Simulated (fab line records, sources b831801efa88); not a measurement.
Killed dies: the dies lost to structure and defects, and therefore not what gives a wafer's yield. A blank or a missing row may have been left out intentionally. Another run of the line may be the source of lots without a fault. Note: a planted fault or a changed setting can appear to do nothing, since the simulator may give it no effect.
Problem report in the 8D (eight disciplines) form, filled by code + flow sky130 + the parts of the form that need people (team, actions taken, sign-off) are left out

== 1. THE ISSUE ==
Wafers with no fault read 200.0 W with a standard deviation of 0.59, whereas bias_w at SKY_CONTACT_ETCH_18 reads a mean of 225.0 W on 1 wafer of 1 lot. Relative to the usual mean, that is a shift of +42 standard deviations.
The step: etches Si3N4 in CHF3/O2, stops on TiN, time 39 s, target depth 75 nm.
First observed at day 33 04:00: wafer L300.2, on rie_diel-04. At this step, 39 wafers from 13 lots have a number in the record. Rule for "out" (also "out of limits"): further than 4 standard deviations from the usual mean. All remaining wafers that have a number are taken as sound.

== 2. WHAT IT IS AND WHAT IT IS NOT ==
| question                    | is                | is not                                                                                                               |
|-----------------------------|-------------------|----------------------------------------------------------------------------------------------------------------------|
| which readings at this step | bias_w            | drypump_motor_current_A, throttle_valve_pct                                                                          |
| which lots                  | L300              | L297, L298, L299, L302, L303, L311, L312, L313, L315, L316, L318, L319                                               |
| which wafers of those lots  | L300.2            | L300.4, L300.5                                                                                                       |
| read on which tools         | rie_diel-04       | rie_diel-01, rie_diel-03                                                                                             |
| when                        | from day 33 04:00 | up to then (11 sound wafers); but 27 sound wafers of L302, L303, L311, L312, L313, L315, L316, L318, L319 came after |

== 3. WHAT RULES OUT EACH SUSPECT ==
Counting: a tool at a process step up to the reading stays a suspect if it ran every lot that is out. Sound lots after the first of them don't rule it out here, since some wafers of a struck lot are sound.
- pvd_sputter-01 at SKY_LI_CONTACT_SPUTTER_19 (material Ti, target thk 20 nm, time 106.37 s): kept. It ran the lot that is out, L300 (day 30 18:14).
- rie_diel-04 at SKY_CONTACT_ETCH_18 (etches Si3N4 in CHF3/O2, stops on TiN, time 39 s, target depth 75 nm): kept. It processed L300, the lot that is out, at day 33 04:00, and its most recent sound lot before then was L299 at day 33 02:00. Its own bias_w readings are out on those wafers.
- Within rie_diel-04 at SKY_CONTACT_ETCH_18, the wafers that are out were processed in chamber 2 and their sound lot-mates in chamber 1.
Remaining after the count are pvd_sputter-01 at SKY_LI_CONTACT_SPUTTER_19 and rie_diel-04 at SKY_CONTACT_ETCH_18.

== 4. THE CAUSE (what the simulator had put in) ==
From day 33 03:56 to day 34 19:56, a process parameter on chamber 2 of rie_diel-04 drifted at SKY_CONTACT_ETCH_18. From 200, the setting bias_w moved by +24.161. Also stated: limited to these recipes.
Counting left 2 suspects, and this tool is among them.

== 5. THE EFFECT CHAIN, in route order ==
Each row: a reading whose mean over the struck wafers that have a number lies more than 3 standard deviations from the usual. Readings are gone through only where the record gives a usual standard deviation; hours: the median, over the lots, of the time from a lot's start at the first step in this table giving one to that lot's start at this step; sigmas: the change measured in usual standard deviations.
| hours | step                | reading | usual   | on struck wafers | change | sigmas |
|-------|---------------------|---------|---------|------------------|--------|--------|
| 0     | SKY_CONTACT_ETCH_18 | bias_w  | 200.0 W | 225.0            | +25.0  | +42    |
Here are the process steps it includes:
- SKY_CONTACT_ETCH_18: etches Si3N4 in CHF3/O2, stops on TiN, time 39 s, target depth 75 nm.

== 6. WHAT WOULD HAVE CAUGHT IT SOONER ==
The fault began at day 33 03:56; the first out-of-limits reading in this record came at day 33 04:00, 0 hours later.
